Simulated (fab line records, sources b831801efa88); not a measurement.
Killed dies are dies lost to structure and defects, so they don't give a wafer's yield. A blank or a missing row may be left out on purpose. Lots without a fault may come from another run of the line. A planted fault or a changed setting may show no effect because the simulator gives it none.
fab line records | flow gf180mcu | part 1 of 2: steps 1 to 31 of 40
record lots=5 wafers=15 last_day=33
route steps=602 shown M5@530 V5@540 TOP_METAL@567
lots that met no fault: from a run of the same line without faults
start_h: hours from the record's first day to the start of the lot's first wafer shown | wait_h: hours since the lot's step before | " the same as in the row above | L1.1+2: a row that stands for several wafers | - no value, or no start given | * or withheld: withheld | < > ~ a bound
route shown NAME@n: a module of which the file shows steps, and the number in the route of the first | usual: mean/standard deviation of fault-free wafers | same: alike in all rows | chamber/n: place in a boat | sites: the reading at each site | _std_site: their standard deviation | _edge_site: outer sites' mean less inner sites' | radius_mm: how far each site lies from the wafer's centre | mask NAME#n: copy n | behind: the tool/chamber that last shaped the wafer | hold: why the lot was held/for how many hours/how that ended | device: the transistor (n, p or np) that didn't switch | end of line: the same wafers' tests at the end of the route | a step without rows: its recipe alone | killed: dies lost to structure and defects at the first sort, not the wafer's yield | map: a wafer's dies, x killed, . not, _ none there
set.NAME: the setting as run; set.NAME@STEP: as run at that earlier step | model.NAME: the simulator's own value behind a step, which no gauge read
lots at some steps of the route; a table a step, a row a wafer
services: from which hour (start_h, from the record's first day; less than 0 if before it) a tool's chamber was out of use, for how many hours, and why
## steps
# step GF_M5_EXPOSE_04
# recipe mask_id=Metal5 target_cd_nm=280 na=0.68 source_shape=conventional sigma_outer=0.6 dose_mj=28
# columns lot.wafer tool chamber start_h wait_h mask
L074.1+4+6 krf_scanner-02 0 - - Metal5#0
L084.2+4+5 krf_scanner-01 0 - - Metal5#0
L086.1+3+5 krf_scanner-02 0 - - Metal5#0
L090.2+4+5 krf_scanner-02 0 - - Metal5#0
L092.3+4+5 krf_scanner-01 0 - - Metal5#0
# step GF_M5_PEB_05
# recipe peb_temp_c=135 peb_time_s=90 resist=KrF
# columns lot.wafer tool chamber start_h wait_h
L074.1+4+6 litho_track-01 0 - -
L084.2+4+5 litho_track-01 0 - -
L086.1+3+5 litho_track-01 0 - -
L090.2+4+5 litho_track-02 0 - -
L092.3+4+5 litho_track-01 0 - -
# step GF_M5_DEVELOP_06
# recipe develop_time_s=60 dev_temp_c=20.6
# columns lot.wafer tool chamber start_h wait_h
L074.1+4+6 litho_track-01 0 616.25 0.2
L084.2+4+5 litho_track-01 0 684.92 0.2
L086.1+3+5 litho_track-01 0 704.80 0.2
L090.2+4+5 litho_track-02 0 722.02 0.2
L092.3+4+5 litho_track-01 0 738.50 0.1
# step GF_M5_CD_MEAS_07
# recipe target_cd_nm=280
# usual cd_nm=279.6/1.2
# columns lot.wafer tool chamber start_h wait_h cd_nm
L074.1 cd_sem-02 - 616.40 0.1 280.4
L074.4 " - " " 280.1
L074.6 " - " " 279.4
L084.2 cd_sem-02 - 685.07 0.1 281.7
L084.4 " - " " 280.0
L084.5 " - " " 281.8
L086.1 cd_sem-01 - 704.95 0.1 279.0
L086.3 " - " " 277.2
L086.5 " - " " 279.3
L090.2 cd_sem-02 - 722.17 0.1 280.2
L090.4 " - " " 279.5
L090.5 " - " " 280.5
L092.3 cd_sem-01 - 738.64 0.1 280.7
L092.4 " - " " 280.8
L092.5 " - " " 281.7
# step GF_M5_OVL_MEAS_08
# usual M5_OVL=3/4.4
# columns lot.wafer tool chamber start_h wait_h M5_OVL[nm]
L074.1 overlay-01 - 616.52 0.1 2
L074.4 " - " " 5
L074.6 " - " " 6
L084.2 overlay-01 - 685.17 0.1 6
L084.4 " - " " 10
L084.5 " - " " 9
L086.1 overlay-02 - 705.07 0.1 3
L086.3 " - " " -1
L086.5 " - " " 5
L090.2 overlay-01 - 722.27 0.1 6
L090.4 " - " " 1
L090.5 " - " " -3
L092.3 overlay-01 - 738.73 0.1 7
L092.4 " - " " 3
L092.5 " - " " 8
# step GF_M5_ETCH_09
# recipe chemistry=CF4/O2 target=Si3N4 target_depth_nm=52 source_w=800 bias_w=150 pressure_mtorr=150 cf4_flow_sccm=80 O2_flow_sccm=10 time_s=11.6
# usual drypump_motor_current_A=5.8/0.63 oes_product_au=1.003/0.013 throttle_valve_pct=5.971/0.0095
# columns lot.wafer tool chamber start_h wait_h drypump_motor_current_A oes_product_au rf_hours_counter_h throttle_valve_pct
L074.1 rie_diel-01 0 616.56 0.0 5.3 1.021 50 5.981
L074.4 " 0 " " 5.3 1.017 - 6.002
L074.6 " 3 " " 5.8 1.019 - 5.986
L084.2 rie_diel-03 3 685.20 0.0 6.0 1.030 5 5.981
L084.4 " 1 " " 5.5 1.012 43 5.978
L084.5 " 2 " " 6.7 1.009 - 5.959
L086.1 rie_diel-04 1 705.10 0.0 6.1 1.023 23 5.963
L086.3 " 0 " " 6.4 1.001 30 5.967
L086.5 " 3 " " 4.6 0.997 - 5.973
L090.2 rie_diel-03 2 722.30 0.0 6.7 0.999 34 5.973
L090.4 " 2 " " 6.7 0.987 - 5.962
L090.5 " 1 " " 5.5 1.009 - 5.958
L092.3 rie_diel-01 3 738.75 0.0 5.8 1.016 23 5.983
L092.4 " 0 " " 5.3 1.017 55 5.982
L092.5 " 0 " " 5.3 1.023 - 5.983
# step GF_M5_METAL_ETCH_10
# recipe chemistry=Cl2/BCl3 mask_material=KrF target_depth_nm=750.8 stop_on=SiO2 pressure_mtorr=8 icp_w=800 bias_w=140 Cl2_flow_sccm=80 bcl3_flow_sccm=40 time_s=125.1
# usual drypump_motor_current_A=5.63/0.29 oes_product_au=0.991/0.0069 throttle_valve_pct=28.230/0.01
# columns lot.wafer tool chamber start_h wait_h drypump_motor_current_A oes_product_au rf_hours_counter_h throttle_valve_pct
L074.1 rie_metal-04 1 616.58 0.0 5.68 0.987 5 28.232
L074.4 " 1 " " 5.67 0.997 - 28.238
L074.6 " 0 " " 5.88 0.997 - 28.221
L084.2 rie_metal-01 1 685.23 0.0 5.09 0.987 6 28.244
L084.4 " 0 " " 5.69 0.998 - 28.227
L084.5 " 1 " " 5.09 0.977 - 28.227
L086.1 rie_metal-01 0 705.13 0.0 5.73 0.980 3 28.236
L086.3 " 1 " " 5.08 0.984 - 28.232
L086.5 " 1 " " 5.08 0.974 - 28.249
L090.2 rie_metal-04 0 722.32 0.0 5.91 0.997 13 28.247
L090.4 " 1 " " 5.70 0.995 - 28.227
L090.5 " 0 " " 5.89 0.995 - 28.221
L092.3 rie_metal-01 0 738.86 0.1 5.71 1.001 - 28.230
L092.4 " 0 " " 5.69 0.997 - 28.235
L092.5 " 0 " " 5.71 0.986 - 28.218
# step GF_M5_STRIP_11
# recipe chemistry=O2/N2 power_w=1400 pressure_mtorr=1500 platen_temp_c=250 o2_flow_sccm=3000 n2_flow_sccm=300 overash_fraction=0.5
# usual drypump_motor_current_A=5.9/0.52 heater_power_w=330/29 oes_product_au=0.522/0.0051 strip_time_to_endpoint_s=7.02/0.06
# columns lot.wafer tool chamber start_h wait_h drypump_motor_current_A heater_power_w oes_product_au rf_hours_counter_h strip_time_to_endpoint_s
L074.1 plasma_asher-04 1 616.71 0.1 6.5 358 0.530 87 6.98
L074.4 " 1 " " 6.6 374 0.521 - 6.93
L074.6 " 1 " " 6.5 367 0.525 - 6.91
L084.2 plasma_asher-02 1 685.36 0.1 5.8 331 0.523 59 7.17
L084.4 " 0 " " 5.0 305 0.519 - 7.06
L084.5 " 1 " " 5.8 331 0.534 - 7.18
L086.1 plasma_asher-04 1 705.26 0.1 6.6 370 0.523 97 7.03
L086.3 " 0 " " 6.2 326 0.526 - 7.09
L086.5 " 0 " " 6.2 316 0.534 - 7.13
L090.2 plasma_asher-02 1 722.45 0.1 5.8 327 0.522 63 7.05
L090.4 " 1 " " 5.8 323 0.526 - 7.04
L090.5 " 0 " " 5.0 304 0.530 - 6.98
L092.3 plasma_asher-02 0 739.07 0.2 5.0 304 0.525 - 6.96
L092.4 " 1 " " 5.8 321 0.515 - 6.94
L092.5 " 1 " " 5.8 334 0.517 - 6.94
# step GF_M5_STRIP_12
# recipe chemistry=post_etch_residue_remover time_s=1200 temp_c=72.5
# columns lot.wafer tool chamber start_h wait_h
L074.1+4+6 wet_bench-02 3 616.81 0.1
L084.2+4+5 wet_bench-01 0 685.46 0.1
L086.1+3+5 wet_bench-03 2 705.36 0.1
L090.2+4+5 wet_bench-03 0 722.55 0.1
L092.3+4+5 wet_bench-01 3 739.14 0.0
# step GF_M5_CLEAN_13
# recipe chemistry=DIW dry=n2_spin
# columns lot.wafer tool chamber start_h wait_h
L074.1+4+6 wet_bench-03 1 617.15 0.0
L084.2+4+5 wet_bench-02 0 685.80 0.0
L086.1+3+5 wet_bench-01 1 705.73 0.0
L090.2+4+5 wet_bench-01 0 722.90 0.0
L092.3+4+5 wet_bench-01 1 739.48 0.0
# step GF_V5_CVD_00
# recipe material=SiO2 target_thk_nm=300 sigma_open_frac=0.3 temp_c=400 time_s=50 sih4_flow_sccm=60 pressure_mtorr=6
# usual pressure_mtorr=6.000/0.012
# columns lot.wafer tool chamber start_h wait_h pressure_mtorr
L074.1 hdpcvd-02 1 617.25 0.0 6.000
L074.4 " 1 " " 6.000
L074.6 " 2 " " 6.009
L084.2 hdpcvd-02 1 685.89 0.0 6.020
L084.4 " 0 " " 6.000
L084.5 " 1 " " 6.013
L086.1 hdpcvd-01 1 705.82 0.0 6.027
L086.3 " 2 " " 5.991
L086.5 " 1 " " 6.008
L090.2 hdpcvd-01 2 723.00 0.0 6.016
L090.4 " 1 " " 6.006
L090.5 " 2 " " 6.005
L092.3 hdpcvd-02 2 739.57 0.0 6.003
L092.4 " 1 " " 5.985
L092.5 " 0 " " 6.004
# step GF_V5_THK_MEAS_01
# recipe reads=SiO2_of_V5_CVD_00
# usual V5_CVD_00_THK=299/3.7
# columns lot.wafer tool chamber start_h wait_h V5_CVD_00_THK[nm]
L074.1 film_metro-04 - 617.29 0.0 303
L074.4 " - " " 298
L074.6 " - " " 304
L084.2 film_metro-04 - 685.95 0.0 301
L084.4 " - " " 297
L084.5 " - " " 297
L086.1 film_metro-01 - 705.87 0.0 297
L086.3 " - " " 291
L086.5 " - " " 295
L090.2 film_metro-04 - 723.05 0.0 292
L090.4 " - " " 293
L090.5 " - " " 294
L092.3 film_metro-03 - 739.63 0.0 301
L092.4 " - " " 303
L092.5 " - " " 303
# step GF_V5_CVD_02
# recipe material=SiO2 target_thk_nm=1450 precursor=TEOS temp_c=400 time_s=163.28 rf_w=600
# usual heater_power_w=641/120
# columns lot.wafer tool chamber start_h wait_h heater_power_w
L074.1 pecvd-03 1 617.35 0.1 635
L074.4 " 1 " " 531
L074.6 " 2 " " 787
L084.2 pecvd-04 2 686.00 0.0 605
L084.4 " 0 " " 529
L084.5 " 2 " " 480
L086.1 pecvd-03 0 705.93 0.1 664
L086.3 " 2 " " 953
L086.5 " 1 " " 659
L090.2 pecvd-03 2 723.10 0.0 977
L090.4 " 2 " " 775
L090.5 " 0 " " 673
L092.3 pecvd-02 0 739.67 0.0 555
L092.4 " 0 " " 648
L092.5 " 2 " " 495
# step GF_V5_THK_MEAS_03
# recipe reads=SiO2_of_V5_CVD_02
# usual V5_CVD_02_THK=1453/19
# columns lot.wafer tool chamber start_h wait_h V5_CVD_02_THK[nm]
L074.1 film_metro-03 - 617.46 0.1 1443
L074.4 " - " " 1479
L074.6 " - " " 1475
L084.2 film_metro-03 - 686.11 0.1 1450
L084.4 " - " " 1458
L084.5 " - " " 1473
L086.1 film_metro-03 - 706.03 0.1 1443
L086.3 " - " " 1452
L086.5 " - " " 1478
L090.2 film_metro-03 - 723.22 0.1 1459
L090.4 " - " " 1485
L090.5 " - " " 1459
L092.3 film_metro-01 - 739.80 0.1 1438
L092.4 " - " " 1465
L092.5 " - " " 1458
# step GF_V5_CMP_04
# recipe material=SiO2 down_force_psi=4 platen_rpm=60 pad_velocity_m_s=0.94248
# usual motor_current_A=11.9/1.1 slurry_flow_ml_min=150.0/0.52
# columns lot.wafer tool chamber start_h wait_h motor_current_A slurry_flow_ml_min
L074.4 cmp-01 1 617.57 0.1 11.5 149.5
L074.1 " 3 " " 12.3 150.2
L074.6 " 1 " " 12.7 150.4
L084.2 cmp-02 1 686.16 0.0 13.6 149.3
L084.4 " 0 " " 11.0 149.8
L084.5 " 1 " " 13.5 149.3
L086.1 cmp-01 0 706.09 0.1 12.2 150.8
L086.3 " 1 " " 11.0 150.5
L086.5 " 1 " " 12.9 150.3
L090.4 cmp-02 3 723.32 0.1 12.1 149.6
L090.2 " 1 " " 13.2 150.0
L090.5 " 2 " " 10.9 150.5
L092.3 cmp-01 2 739.84 0.0 10.0 150.7
L092.4 " 1 " " 12.4 149.3
L092.5 " 3 " " 12.9 149.3
# step GF_V5_BOW_MEAS_05
# recipe mode=bow
# usual V5_BOW=133/9.5
# columns lot.wafer tool chamber start_h wait_h V5_BOW[um]
L074.1 film_metro-03 - 617.87 0.1 140
L074.4 " - " " 128
L074.6 " - " " 138
L084.2 film_metro-03 - 686.48 0.3 143
L084.4 " - " " 138
L084.5 " - " " 128
L086.1 film_metro-01 - 706.39 0.2 117
L086.3 " - " " 123
L086.5 " - " " 128
L090.2 film_metro-01 - 723.59 0.1 126
L090.4 " - " " 128
L090.5 " - " " 126
L092.3 film_metro-04 - 740.18 0.3 127
L092.4 " - " " 131
L092.5 " - " " 140
# step GF_V5_DEHYDRATE_06
# recipe temp_c=200 time_s=60
# columns lot.wafer tool chamber start_h wait_h
L074.1+4+6 litho_track-01 0 627.50 9.6
L084.2+4+5 litho_track-04 0 695.62 9.1
L086.1+3+5 litho_track-04 0 714.80 8.4
L090.2+4+5 litho_track-02 0 731.62 8.0
L092.3+4+5 litho_track-02 0 748.24 8.0
# step GF_V5_HMDS_07
# recipe prime_time_s=60 prime_temp_c=120
# columns lot.wafer tool chamber start_h wait_h
L074.1+4+6 litho_track-01 0 627.65 0.1
L084.2+4+5 litho_track-04 0 695.77 0.1
L086.1+3+5 litho_track-04 0 714.95 0.1
L090.2+4+5 litho_track-02 0 731.77 0.1
L092.3+4+5 litho_track-02 0 748.39 0.1
# step GF_V5_COAT_08
# recipe resist=BARC temp_c=withheld time_s=withheld spin_rpm=withheld resist_thk_nm=withheld
# columns lot.wafer tool chamber start_h wait_h
L074.1+4+6 litho_track-01 0 627.80 0.1
L084.2+4+5 litho_track-04 0 695.92 0.1
L086.1+3+5 litho_track-04 0 715.10 0.1
L090.2+4+5 litho_track-02 0 731.92 0.1
L092.3+4+5 litho_track-02 0 748.54 0.1
# step GF_V5_COAT_09
# recipe resist=KrF spin_rpm=withheld resist_thk_nm=1000
# columns lot.wafer tool chamber start_h wait_h
L074.1+4+6 litho_track-01 0 - -
L084.2+4+5 litho_track-04 0 - -
L086.1+3+5 litho_track-04 0 - -
L090.2+4+5 litho_track-02 0 - -
L092.3+4+5 litho_track-02 0 - -
# step GF_V5_SOFTBAKE_10
# recipe temp_c=130 time_s=60 resist=KrF
# columns lot.wafer tool chamber start_h wait_h
L074.1+4+6 litho_track-01 0 - -
L084.2+4+5 litho_track-04 0 - -
L086.1+3+5 litho_track-04 0 - -
L090.2+4+5 litho_track-02 0 - -
L092.3+4+5 litho_track-02 0 - -
# step GF_V5_EXPOSE_11
# recipe mask_id=Via5 target_cd_nm=260 na=0.68 source_shape=conventional sigma_outer=0.6 dose_mj=38
# columns lot.wafer tool chamber start_h wait_h mask
L074.1+4+6 krf_scanner-01 0 - - Via5#0
L084.2+4+5 krf_scanner-01 0 - - Via5#0
L086.1+3+5 krf_scanner-01 0 - - Via5#0
L090.2+4+5 krf_scanner-01 0 - - Via5#0
L092.3+4+5 krf_scanner-02 0 - - Via5#0
# step GF_V5_PEB_12
# recipe peb_temp_c=135 peb_time_s=90 resist=KrF
# columns lot.wafer tool chamber start_h wait_h
L074.1+4+6 litho_track-02 0 - -
L084.2+4+5 litho_track-02 0 - -
L086.1+3+5 litho_track-04 0 - -
L090.2+4+5 litho_track-04 0 - -
L092.3+4+5 litho_track-04 0 - -
# step GF_V5_DEVELOP_13
# recipe develop_time_s=60 resist=KrF dev_temp_c=21
# columns lot.wafer tool chamber start_h wait_h
L074.1+4+6 litho_track-02 0 638.75 0.2
L084.2+4+5 litho_track-02 0 705.72 0.2
L086.1+3+5 litho_track-04 0 724.35 0.2
L090.2+4+5 litho_track-04 0 740.92 0.2
L092.3+4+5 litho_track-04 0 756.65 0.1
# step GF_V5_CD_MEAS_14
# recipe target_cd_nm=260
# usual cd_nm=260.5/1.2
# columns lot.wafer tool chamber start_h wait_h cd_nm
L074.1 cd_sem-01 - 638.90 0.1 262.1
L074.4 " - " " 261.9
L074.6 " - " " 261.4
L084.2 cd_sem-01 - 705.87 0.1 259.1
L084.4 " - " " 260.9
L084.5 " - " " 260.5
L086.1 cd_sem-02 - 724.50 0.1 258.4
L086.3 " - " " 259.6
L086.5 " - " " 259.1
L090.2 cd_sem-01 - 741.07 0.1 261.6
L090.4 " - " " 260.6
L090.5 " - " " 261.2
L092.3 cd_sem-01 - 756.91 0.2 259.4
L092.4 " - " " 259.5
L092.5 " - " " 259.3
# step GF_V5_OVL_MEAS_15
# usual V5_OVL=1/4.5
# columns lot.wafer tool chamber start_h wait_h V5_OVL[nm]
L074.1 overlay-01 - 639.02 0.1 -1
L074.4 " - " " 1
L074.6 " - " " 1
L084.2 overlay-02 - 705.97 0.1 0
L084.4 " - " " -1
L084.5 " - " " -3
L086.1 overlay-02 - 724.62 0.1 -7
L086.3 " - " " 1
L086.5 " - " " -2
L090.2 overlay-01 - 741.17 0.1 12
L090.4 " - " " 2
L090.5 " - " " 6
L092.3 overlay-01 - 757.00 0.1 1
L092.4 " - " " -3
L092.5 " - " " -1
# step GF_V5_ETCH_16
# recipe chemistry=N2/H2 target_depth_a=withheld overetch_a=withheld time_s=withheld target=BARC ion_energy_ev=203.4 source_w=500 bias_w=100 pressure_mtorr=30 n2_flow_sccm=100 h2_flow_sccm=200
# usual drypump_motor_current_A=5.7/0.62 oes_product_au=0.854/0.0047 throttle_valve_pct=13.223/0.0084
# columns lot.wafer tool chamber start_h wait_h drypump_motor_current_A oes_product_au throttle_valve_pct
L074.1 rie_diel-03 1 639.05 0.0 5.5 0.850 13.229
L074.4 " 0 " " 5.4 0.855 13.222
L074.6 " 1 " " 5.5 0.861 13.216
L084.2 rie_diel-03 0 706.00 0.0 5.4 0.855 13.226
L084.4 " 3 " " 6.0 0.848 13.215
L084.5 " 0 " " 5.5 0.851 13.213
L086.1 rie_diel-02 2 724.65 0.0 4.9 0.856 13.219
L086.3 " 3 " " 5.7 0.855 13.224
L086.5 " 3 " " 5.7 0.849 13.212
L090.2 rie_diel-02 0 741.20 0.0 4.9 0.858 13.221
L090.4 " 2 " " 4.8 0.855 13.228
L090.5 " 2 " " 4.8 0.849 13.230
L092.3 rie_diel-03 0 757.02 0.0 5.5 0.856 13.231
L092.4 " 2 " " 6.7 0.853 13.235
L092.5 " 0 " " 5.5 0.850 13.233
# step GF_V5_ETCH_17
# recipe chemistry=C4F8/O2/Ar mask_material=KrF target=SiO2 stop_on=TiN source_w=1500 bias_w=1200 pressure_mtorr=40 c4f8_flow_sccm=withheld O2_flow_sccm=6 Ar_flow_sccm=300 time_s=withheld target_depth_a=8550
# usual oes_product_au=0.860/0.004
# columns lot.wafer tool chamber start_h wait_h oes_product_au
L074.1 rie_diel-03 1 - - 0.858
L074.4 " 0 " " 0.854
L074.6 " 1 " " 0.858
L084.2 rie_diel-03 0 - - 0.861
L084.4 " 3 " " 0.855
L084.5 " 0 " " 0.859
L086.1 rie_diel-02 2 - - 0.866
L086.3 " 3 " " 0.858
L086.5 " 3 " " 0.853
L090.2 rie_diel-02 0 - - 0.862
L090.4 " 2 " " 0.860
L090.5 " 2 " " 0.865
L092.3 rie_diel-03 0 - - 0.857
L092.4 " 2 " " 0.862
L092.5 " 0 " " 0.856
# step GF_V5_STRIP_18
# recipe chemistry=O2/N2 power_w=1400 pressure_mtorr=1500 platen_temp_c=250 o2_flow_sccm=3000 n2_flow_sccm=300 overash_fraction=0.5
# usual drypump_motor_current_A=5.7/0.45 heater_power_w=327/37 oes_product_au=0.567/0.0049
# columns lot.wafer tool chamber start_h wait_h drypump_motor_current_A heater_power_w oes_product_au rf_hours_counter_h
L074.1 plasma_asher-02 1 639.21 - 5.8 325 0.570 54
L074.4 " 1 " " 5.8 328 0.575 -
L074.6 " 1 " " 5.8 325 0.566 -
L084.2 plasma_asher-02 1 706.15 - 5.8 325 0.568 61
L084.4 " 1 " " 5.8 330 0.566 -
L084.5 " 1 " " 5.8 331 0.566 -
L086.1 plasma_asher-02 0 724.81 - 5.0 301 0.563 63
L086.3 " 1 " " 5.8 326 0.571 -
L086.5 " 0 " " 5.0 305 0.567 -
L090.2 plasma_asher-01 0 741.36 - 6.2 388 0.566 27
L090.4 " 1 " " 5.8 290 0.560 -
L090.5 " 1 " " 5.8 295 0.566 -
L092.3 plasma_asher-01 0 757.21 - 6.2 385 0.565 -
L092.4 " 1 " " 5.9 283 0.555 -
L092.5 " 1 " " 5.8 294 0.569 -
# step GF_V5_STRIP_19
# recipe chemistry=post_etch_residue_remover time_s=1200 temp_c=72.5
# columns lot.wafer tool chamber start_h wait_h
L074.1+4+6 wet_bench-01 2 639.31 0.1
L084.2+4+5 wet_bench-04 1 706.25 0.1
L086.1+3+5 wet_bench-03 2 724.91 0.1
L090.2+4+5 wet_bench-03 0 741.46 0.1
L092.3+4+5 wet_bench-01 1 757.28 0.0
# step GF_V5_CLEAN_20
# recipe chemistry=DIW dry=n2_spin
# columns lot.wafer tool chamber start_h wait_h
L074.1+4+6 wet_bench-03 2 639.68 0.0
L084.2+4+5 wet_bench-04 1 706.63 0.0
L086.1+3+5 wet_bench-04 1 725.25 0.0
L090.2+4+5 wet_bench-04 2 741.80 0.0
L092.3+4+5 wet_bench-03 0 757.65 0.0
